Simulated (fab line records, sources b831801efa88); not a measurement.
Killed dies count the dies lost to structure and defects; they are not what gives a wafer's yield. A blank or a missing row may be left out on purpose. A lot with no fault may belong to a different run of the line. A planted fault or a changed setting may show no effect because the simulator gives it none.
fab line records ; flow sky130
record lots=4; wafers=12; lastDay=50
route steps=708 shown METAL4@631 VIA4@639 METAL5@661 PAD_OPEN@708
lots that met no fault: taken from a fault-free run of the same line
startH: hours from the record's first day to the start of the lot's first wafer shown ; waitH: hours from the lot's prior step to this one ; " repeats the value in the row above ; L1.1+2: one row covering several wafers at once ; - value missing, or start not given ; * or withheld: withheld ; < > ~ a bound
route shown NAME@n: NAME is a module with steps in the file, n the number in the route of the first one ; usual: mean/standard deviation of fault-free wafers ; same: alike in all rows ; chamber/n: place in a boat ; sites: per-site readings ; _std_site: standard deviation across them ; _edge_site: inner sites' mean taken away from outer sites' mean ; radiusMm: for every site, how far away it sits from the centre of the wafer ; mask NAME#n: copy n ; behind: the tool/chamber that last shaped the wafer ; hold: why the lot was held/for how many hours/how that ended ; device: the n, p or np transistor that did not switch ; end of line: the same wafers' tests at the end of the route ; a step given without rows: its recipe and nothing more ; killed: count of dies lost to structure and defects at first sort (not the wafer's yield) ; map: a wafer's dies, marking killed ones x, the rest . and places with no die _
set.NAME: the setting the step ran with; set.NAME@STEP: the setting that earlier step ran with ; model.NAME: the simulator's own value behind a step, which no gauge read
certain route steps with their lots: each step a table, each wafer a row
services: the hour from which a tool's chamber was out of use, counted from the record's first day as startH (under 0 if before that day), plus the number of hours and why
## steps
# step SKY_METAL4_DESCUM_15
# recipe chemistry=O2; sourcePowerW=150; biasPowerW=0; pressureMtorr=10; tempC=40; timeS=8
# step SKY_METAL4_ETCH_16
# recipe chemistry=N2/H2; target=BARC; ionEnergyEv=200; biasW=100; pressureMtorr=30; n2FlowSccm=100; h2FlowSccm=200; icpW=500; stopOn=SiO2; timeS=88.2; targetDepthA=600
# step SKY_METAL4_ETCH_17
# recipe target=SiO2; stopOn=TiN; chemistry=C4F8/O2/Ar; sourceW=1500; biasW=1200; pressureMtorr=40; c4f8FlowSccm=withheld; O2_flow_sccm=6; Ar_flow_sccm=300; timeS=3.9; targetDepthA=150
# step SKY_METAL4_METAL_ETCH_18
# recipe targetDepthA=8450; stopOn=SiO2; overEtchFrac=0.3; timeS=183.1; chemistry=Cl2/BCl3; resistSidewallDeg=88; pressureMtorr=10; icpW=900; biasW=48.5; Cl2_flow_sccm=60; bcl3FlowSccm=30
# step SKY_METAL4_STRIP_19
# recipe chemistry=O2/N2; powerW=1400; pressureMtorr=1500; platenTempC=withheld; o2FlowSccm=3000; n2FlowSccm=300; overashFraction=0.5
# step SKY_METAL4_STRIP_20
# recipe chemistry=postEtchResidueRemover; timeS=1200; tempC=72.5
# step SKY_METAL4_CLEAN_21
# recipe chemistry=IPA; timeS=180; tempC=25
# step SKY_METAL4_CLEAN_22
# recipe chemistry=O3/DIW; dry=n2Spin
# step SKY_VIA4_HDPCVD_00
# recipe material=SiO2; targetThkNm=1750; sigmaOpenFrac=0.3; timeS=291.7; tempC=400; sih4FlowSccm=60; pressureMtorr=6
# step SKY_VIA4_CMP_02
# recipe material=SiO2; downForcePsi=4; platenRpm=60; padVelocityMS=0.94248
# usual motorCurrentA=11.9/1.4; slurryFlowMlMin=150.0/0.4
lot.wafer;tool;chamber;startH;waitH;motorCurrentA;slurryFlowMlMin;model.SiO2_of_VIA4_HDPCVD_00.thkNm
L457.2;cmp-01;0;1056.03;0.1;11.4;149.9;580.3
L457.4;cmp-01;1;1056.03;0.1;10.3;149.4;579.1
L457.6;cmp-01;0;1056.03;0.1;10.8;149.9;581.3
L466.4;cmp-02;1;1109.29;0.2;13.1;149.4;579.2
L466.3;cmp-02;3;1109.29;0.2;10.1;150.0;579.3
L466.6;cmp-02;2;1109.29;0.2;12.0;151.0;578.8
L468.2;cmp-01;1;1112.00;0.0;10.8;150.2;522
L468.4;cmp-01;0;1112.00;0.0;11.1;149.5;523.1
L468.6;cmp-01;2;1112.00;0.0;15.0;149.7;521.5
L469.4;cmp-01;0;1115.28;0.0;10.6;149.9;521.9
L469.1;cmp-01;2;1115.28;0.0;14.7;149.2;521.4
L469.5;cmp-01;0;1115.28;0.0;11.0;150.0;522.4
# step SKY_VIA4_DEHYDRATE_04
# recipe tempC=200; timeS=60
# step SKY_VIA4_HMDS_05
# recipe primeTimeS=60; primeTempC=120
# step SKY_VIA4_COAT_06
# recipe resist=NOVOLAK; spinRpm=3000; resistThkNm=1140
# step SKY_VIA4_SOFTBAKE_07
# recipe tempC=90; timeS=60; resist=NOVOLAK
# step SKY_VIA4_EXPOSE_08
# recipe maskId=VIM4; na=0.6; sourceShape=conventional; sigmaOuter=0.6; polarization=unpolarized; targetCdNm=800; doseMj=132
# step SKY_VIA4_PEB_09
# recipe tempC=withheld; timeS=*; resist=NOVOLAK
# step SKY_VIA4_DEVELOP_10
# recipe resist=NOVOLAK; developer=TMAH; developTimeS=60; devTempC=23
# step SKY_VIA4_ETCH_12
# recipe target=SiO2; chemistry=C4F8/O2/Ar; stopOn=TiN; maskMaterial=NOVOLAK; sourceW=1500; biasW=1200; pressureMtorr=40; c4f8FlowSccm=withheld; O2_flow_sccm=6; Ar_flow_sccm=300; timeS=withheld; targetDepthA=5800
# usual oesProductAu=0.926/0.0049
lot.wafer;tool;chamber;startH;waitH;oesProductAu;model.etch.depthNm;model.VIA4.featureDepthNm
L457.2;rieDiel-01;0;1078.07;0.0;0.926;580.3;580.3
L457.4;rieDiel-01;3;1078.07;0.0;0.926;579.1;579.1
L457.6;rieDiel-01;2;1078.07;0.0;0.927;581.3;581.3
L466.3;rieDiel-01;1;1129.71;0.0;0.933;579.3;579.3
L466.4;rieDiel-01;0;1129.71;0.0;0.918;579.2;579.2
L466.6;rieDiel-01;3;1129.71;0.0;0.919;578.8;578.8
L468.2;rieDiel-04;1;1132.06;0.0;0.876;522;522
L468.4;rieDiel-04;0;1132.06;0.0;0.874;523.1;523.1
L468.6;rieDiel-04;0;1132.06;0.0;0.868;521.5;521.5
L469.1;rieDiel-03;0;1135.46;0.0;0.864;521.4;521.4
L469.4;rieDiel-03;2;1135.46;0.0;0.871;521.9;521.9
L469.5;rieDiel-03;0;1135.46;0.0;0.866;522.4;522.4
# step SKY_VIA4_STRIP_13
# recipe chemistry=O2/N2; powerW=1400; pressureMtorr=1500; platenTempC=withheld; o2FlowSccm=3000; n2FlowSccm=300; overashFraction=0.5
# step SKY_VIA4_STRIP_14
# recipe chemistry=postEtchResidueRemover; timeS=1200; tempC=72.5
# step SKY_VIA4_CLEAN_15
# recipe chemistry=IPA; timeS=180; tempC=25
# step SKY_VIA4_CLEAN_16
# recipe chemistry=O3/DIW; dry=n2Spin
# step SKY_VIA4_SPUTTER_17
# recipe material=TiN; targetThkNm=20; chamberPressurePa=5; powerW=4000; timeS=80
# step SKY_VIA4_CVD_18
# recipe material=W; targetThkNm=505; timeS=152.14; tempC=400; pressureTorr=40
# step SKY_VIA4_CMP_21
# recipe stopOn=SiO2; tOverpolishS=25; downForcePsi=3.5; platenRpm=60; targetThkNm=0; padVelocityMS=0.94248
# step SKY_METAL5_SPUTTER_00
# recipe material=Ti; targetThkNm=15; powerW=3000; timeS=10; chamberPressurePa=0.4
# step SKY_METAL5_SPUTTER_01
# recipe material=TiN; targetThkNm=20; powerW=6500; timeS=16.7; chamberPressurePa=0.4
# step SKY_METAL5_SPUTTER_02
# recipe material=AlCu; targetThkNm=1150; powerW=10600; timeS=61.2; chamberPressurePa=0.4
# step SKY_METAL5_SPUTTER_03
# recipe material=Ti; targetThkNm=5; powerW=3000; timeS=3.3; chamberPressurePa=0.4
# step SKY_METAL5_SPUTTER_04
# recipe material=TiN; targetThkNm=70; powerW=6500; timeS=58.3; chamberPressurePa=0.4
# step SKY_METAL5_DEHYDRATE_07
# recipe tempC=200; timeS=60
# step SKY_METAL5_HMDS_08
# recipe primeTimeS=60; primeTempC=120
# step SKY_METAL5_COAT_09
# recipe resist=NOVOLAK; spinRpm=3000; resistThkNm=1800
# step SKY_METAL5_METAL_ETCH_15
# recipe targetDepthA=12600; stopOn=SiO2; overEtchFrac=0.2; timeS=252; chemistry=Cl2/BCl3; resistSidewallDeg=86; pressureMtorr=10; icpW=900; biasW=48.5; Cl2_flow_sccm=60; bcl3FlowSccm=30
# usual drypumpMotorCurrentA=5.99/0.22; oesProductAu=0.894/0.0051; throttleValvePct=22.265/0.0091
lot.wafer;tool;chamber;startH;waitH;drypumpMotorCurrentA;oesProductAu;rfHoursCounterH;throttleValvePct;model.SiO2_of_VIA4_HDPCVD_00.thkNm
L457.2;rieMetal-04;0;1099.65;0.0;5.96;0.889;16;22.276;549.8
L457.4;rieMetal-04;0;1099.65;0.0;5.97;0.901;-;22.262;548.7
L457.6;rieMetal-04;1;1099.65;0.0;6.18;0.888;-;22.257;550.7
L466.3;rieMetal-04;0;1150.45;0.1;5.94;0.900;-;22.265;548.8
L466.4;rieMetal-04;1;1150.45;0.1;6.21;0.894;-;22.265;548.6
L466.6;rieMetal-04;1;1150.45;0.1;6.23;0.901;-;22.267;547.9
L468.2;rieMetal-04;0;1151.92;0.0;5.98;0.891;21;22.264;491.3
L468.4;rieMetal-04;1;1151.92;0.0;6.18;0.898;-;22.267;492.2
L468.6;rieMetal-04;0;1151.92;0.0;5.99;0.893;-;22.263;491
L469.1;rieMetal-04;1;1155.46;0.0;6.21;0.890;27;22.267;490.7
L469.4;rieMetal-04;1;1155.46;0.0;6.24;0.901;-;22.258;491.2
L469.5;rieMetal-04;0;1155.46;0.0;5.97;0.885;-;22.280;491.9
# step SKY_PAD_OPEN_PROBE_99
# usual defectLimitedYield=82.8/1.9; killed_at_M0_to_M3=42/6.9; killed_at_M4_up=3.2/1.7; killedAtContacts=23/5.5; killedAtFrontEnd=16/4; killedAtOther=0.4/0.55; killedDies=85/9.2; killedOpen=46/6.8; killedShort=38/6.2; sort_bin_3_pad_short=0.9/0.4; sort_bin_5_function=10.2/1.5; sort_bin_6_memory=6.2/1.1; sortNPass=407/9.2; sortYieldPct=82.8/1.9
# same grossDies=492; killedAtBackSide=0; sort_bin_4_leakage[%]=0; sort_bin_8_speed[%]=0
lot.wafer;tool;chamber;startH;waitH;defectLimitedYield[%];killed_at_M0_to_M3;killed_at_M4_up;killedAtContacts;killedAtFrontEnd;killedAtOther;killedDies;killedOpen;killedShort;sort_bin_3_pad_short[%];sort_bin_5_function[%];sort_bin_6_memory[%];sortNPass;sortYieldPct[%]
L457.2;prober-01;-;1142.78;0.1;85.0;36;0;25;13;0;74;40;34;1.4;10.4;3.3;418;85.0
L457.4;prober-01;-;1142.88;0.2;85.8;30;3;22;14;1;70;39;31;0.6;8.9;4.7;422;85.8
L457.6;prober-01;-;1142.98;0.2;85.0;42;2;17;12;1;74;45;29;0.2;8.3;6.5;418;85.0
L466.3;prober-01;-;1187.23;0.2;81.5;49;2;20;20;0;91;44;47;1.0;11.8;5.7;401;81.5
L466.4;prober-01;-;1187.28;0.2;80.5;50;5;24;17;0;96;57;39;0.4;12.0;7.1;396;80.5
L466.6;prober-01;-;1187.38;0.2;82.1;45;4;20;19;0;88;51;37;0.6;11.8;5.5;404;82.1
L468.2;prober-01;-;1190.18;0.1;84.6;39;3;20;14;0;76;50;26;0.6;7.9;6.9;416;84.6
L468.4;prober-01;-;1190.28;0.2;85.2;34;5;21;12;1;73;39;34;0.8;9.8;4.3;419;85.2
L468.6;prober-01;-;1190.38;0.2;80.7;41;4;24;26;0;95;54;41;1.0;10.2;8.1;397;80.7
L469.1;prober-02;-;1191.88;0.1;83.1;45;0;18;20;0;83;43;40;0.8;9.1;6.9;409;83.1
L469.4;prober-02;-;1192.03;0.2;82.1;49;1;23;15;0;88;50;38;0.8;10.6;6.5;404;82.1
L469.5;prober-02;-;1192.08;0.2;81.7;47;2;26;15;0;90;47;43;0.8;11.0;6.5;402;81.7
# killed by level:class
L457.2 VIA1:geometricParticle:open=9 CONTACT:geometricParticle:short=7 CONTACT:geometricParticle:open=7 VIA3:geometricParticle:open=7 FIELD_ISO:geometricParticle:short=5 LI_CONTACT:geometricParticle:short=5 LI_CONTACT:geometricParticle:open=4 METAL2:geometricParticle:short=4
L457.4 CONTACT:geometricParticle:open=10 VIA1:geometricParticle:open=7 VIA3:geometricParticle:open=6 LI_CONTACT:geometricParticle:short=5 VIA2:geometricParticle:open=5 LOCAL_INTERCONNECT:geometricParticle:short=4 METAL1:geometricParticle:short=4 FIELD_ISO:geometricParticle:open=3
L457.6 VIA1:geometricParticle:open=12 VIA3:geometricParticle:open=11 CONTACT:geometricParticle:open=7 FIELD_ISO:geometricParticle:open=5 LI_CONTACT:geometricParticle:short=5 METAL2:geometricParticle:short=5 LI_CONTACT:geometricParticle:open=3 METAL1:geometricParticle:short=3
L466.3 METAL1:geometricParticle:short=10 CONTACT:geometricParticle:open=7 VIA3:geometricParticle:open=7 VIA1:geometricParticle:open=6 VIA1:geometricParticle:short=6 FIELD_ISO:geometricParticle:open=5 LI_CONTACT:geometricParticle:open=5 METAL2:geometricParticle:short=5
L466.4 VIA1:geometricParticle:open=16 FIELD_ISO:geometricParticle:short=6 VIA2:geometricParticle:open=6 VIA3:geometricParticle:open=6 FIELD_ISO:geometricParticle:open=5 LI_CONTACT:geometricParticle:open=5 CONTACT:geometricParticle:open=5 VIA2:geometricParticle:short=5
L466.6 VIA2:geometricParticle:open=9 LI_CONTACT:geometricParticle:open=8 CONTACT:geometricParticle:open=8 METAL2:geometricParticle:short=7 VIA1:geometricParticle:open=6 FIELD_ISO:geometricParticle:open=5 POLY_GATE:geometricParticle:short=5 VIA3:geometricParticle:open=5
L468.2 CONTACT:geometricParticle:open=10 VIA3:geometricParticle:open=10 LI_CONTACT:geometricParticle:open=7 VIA2:geometricParticle:open=7 VIA1:geometricParticle:open=6 METAL1:geometricParticle:short=5 SPACER:geometricParticle:open=4 METAL2:geometricParticle:short=4
L468.4 CONTACT:geometricParticle:open=12 VIA3:geometricParticle:open=7 VIA2:geometricParticle:open=6 METAL2:geometricParticle:short=6 FIELD_ISO:geometricParticle:short=5 VIA2:geometricParticle:short=5 VIA1:geometricParticle:short=4 POLY_GATE:geometricParticle:open=3
L468.6 VIA1:geometricParticle:open=12 CONTACT:geometricParticle:open=9 LI_CONTACT:geometricParticle:open=8 FIELD_ISO:geometricParticle:open=7 POLY_GATE:geometricParticle:open=7 METAL2:geometricParticle:short=7 FIELD_ISO:geometricParticle:short=5 METAL3:geometricParticle:short=4
L469.1 VIA3:geometricParticle:open=11 VIA1:geometricParticle:open=9 CONTACT:geometricParticle:open=7 POLY_GATE:geometricParticle:short=7 VIA1:geometricParticle:short=6 FIELD_ISO:geometricParticle:short=5 LI_CONTACT:geometricParticle:open=5 CONTACT:geometricParticle:short=4
L469.4 VIA1:geometricParticle:open=12 VIA3:geometricParticle:open=8 CONTACT:geometricParticle:open=7 METAL2:geometricParticle:short=7 VIA2:geometricParticle:open=7 CONTACT:geometricParticle:short=6 LI_CONTACT:geometricParticle:open=4 FIELD_ISO:geometricParticle:open=3
L469.5 VIA1:geometricParticle:open=14 CONTACT:geometricParticle:open=10 VIA1:geometricParticle:short=8 VIA3:geometricParticle:open=7 CONTACT:geometricParticle:short=6 FIELD_ISO:geometricParticle:short=5 LOCAL_INTERCONNECT:geometricParticle:short=4 METAL1:geometricParticle:short=4
## services
tool;chamber;startH;hours;kind
rieDiel-03;1;1035.80;-;clean
rieDiel-03;1;1035.80;21.3;scheduledDown
rieDiel-03;1;1035.80;21.3;ventCycle
rieDiel-04;3;1053.10;3.7;repair
cmp-02;-;1058.99;6.0;pm
rieDiel-01;0;1060.37;6.6;repair
rieMetal-04;0;1072.52;5.4;repair
rieMetal-04;1;1076.19;1.2;repair
rieDiel-03;3;1077.31;6.5;repair
cmp-02;-;1084.00;4.0;pm
cmp-02;-;1088.00;-;consumableReplace:conditioner
cmp-02;-;1088.00;-;consumableReplace:pad
cmp-01;-;1089.77;0.9;repair
cmp-02;-;1100.86;0.6;repair
rieDiel-01;3;1103.42;16.2;repair
rieDiel-04;0;1107.13;3.4;repair
cmp-02;-;1124.52;1.1;repair
rieDiel-04;2;1143.42;1.3;repair
## key
firstSign step=SKY_VIA4_ETCH_12; reading=oesProductAu; direction=down; sigmas=12; usual=0.926; struck=0.870
effect none on later readings
modelEffect step=SKY_VIA4_CMP_02; value=SiO2_of_VIA4_HDPCVD_00.thkNm; without=580; struck=522
modelEffect step=SKY_VIA4_ETCH_12; value=etch.depthNm; without=580; struck=522
modelEffect step=SKY_METAL5_METAL_ETCH_15; value=SiO2_of_VIA4_HDPCVD_00.thkNm; without=549.4; struck=491.4
metAt SKY_VIA4_CMP_02
struckWafers L468.2,L468.4,L468.6,L469.1,L469.4,L469.5
onsetBetween 1056.03 1112.00
alsoFits time
fault kind=processParameterDrift; tool=cmp-01; chamber=-; onsetH=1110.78; steps=SKY_VIA4_CMP_02; channel=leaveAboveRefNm; offset=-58; shape=step; endH=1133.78; actsIn=theseRecipesOnly; stated=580
